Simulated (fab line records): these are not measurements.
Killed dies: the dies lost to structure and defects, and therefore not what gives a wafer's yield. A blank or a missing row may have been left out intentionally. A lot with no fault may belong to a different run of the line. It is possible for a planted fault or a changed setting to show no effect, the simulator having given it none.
Chamber matching / flow gf180mcu / GF_CONTACT_CMP_27 on cmp-01: 4 sister chambers
The step polishes, stops on SiO2, t overpolish 15 s, target thk 0 nm. 8 wafers are shown with their chamber, then 7 later ones without.

## WAFERS WITH THEIR CHAMBER
wafer=L493.2; chamber=0; motorCurrentA (A)=9.8; platenRpm (rpm)=60.02
wafer=L499.2; chamber=3; motorCurrentA (A)=11.4; platenRpm (rpm)=59.99
wafer=L499.4; chamber=2; motorCurrentA (A)=11.0; platenRpm (rpm)=59.94
wafer=L499.6; chamber=2; motorCurrentA (A)=11.3; platenRpm (rpm)=59.96
wafer=L502.4; chamber=3; motorCurrentA (A)=11.5; platenRpm (rpm)=59.99
wafer=L502.6; chamber=1; motorCurrentA (A)=12.2; platenRpm (rpm)=60.01
wafer=L511.2; chamber=1; motorCurrentA (A)=12.3; platenRpm (rpm)=60.07
wafer=L511.3; chamber=0; motorCurrentA (A)=11.0; platenRpm (rpm)=60.07

## WAFERS WITHOUT THEIR CHAMBER
wafer=L511.5; motorCurrentA (A)=10.9; platenRpm (rpm)=60.02
wafer=L513.2; motorCurrentA (A)=11.4; platenRpm (rpm)=60.00
wafer=L513.3; motorCurrentA (A)=12.9; platenRpm (rpm)=60.00
wafer=L513.4; motorCurrentA (A)=10.1; platenRpm (rpm)=60.05
wafer=L514.2; motorCurrentA (A)=11.1; platenRpm (rpm)=60.08
wafer=L514.3; motorCurrentA (A)=11.7; platenRpm (rpm)=60.04
wafer=L514.5; motorCurrentA (A)=10.1; platenRpm (rpm)=59.97

## EACH ONE'S CHAMBER
wafer=L511.5; from the rows above=can't be placed: 0 or 3 or 2 or 1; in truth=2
wafer=L513.2; from the rows above=can't be placed: 3 or 2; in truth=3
wafer=L513.3; from the rows above=can't be placed: 1 or 3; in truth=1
wafer=L513.4; from the rows above=0; in truth=0
wafer=L514.2; from the rows above=can't be placed: 0 or 1 or 3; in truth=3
wafer=L514.3; from the rows above=can't be placed: 1 or 3 or 0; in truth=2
wafer=L514.5; from the rows above=can't be placed: 2 or 0 or 3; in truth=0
Placed correctly: 1 of 7. Can't be placed from these rows: 6 (the true chamber is among the candidates in 5). 0 placed wrongly.
How it was worked out, from the rows above alone: a wafer's distance from a chamber is the root of the sum, over the readings, of the square of ((its reading less the chamber's mean) divided by the reading's scatter). If the next closest chamber is less than 2 further off than the closest, the wafer can't be placed; otherwise it belongs to the closest. Each chamber's mean is taken over the wafers shown for it. The scatter: take each reading less its chamber's mean, square it, sum over the shown wafers, divide by the number of wafers less the number of chambers, and take the root.
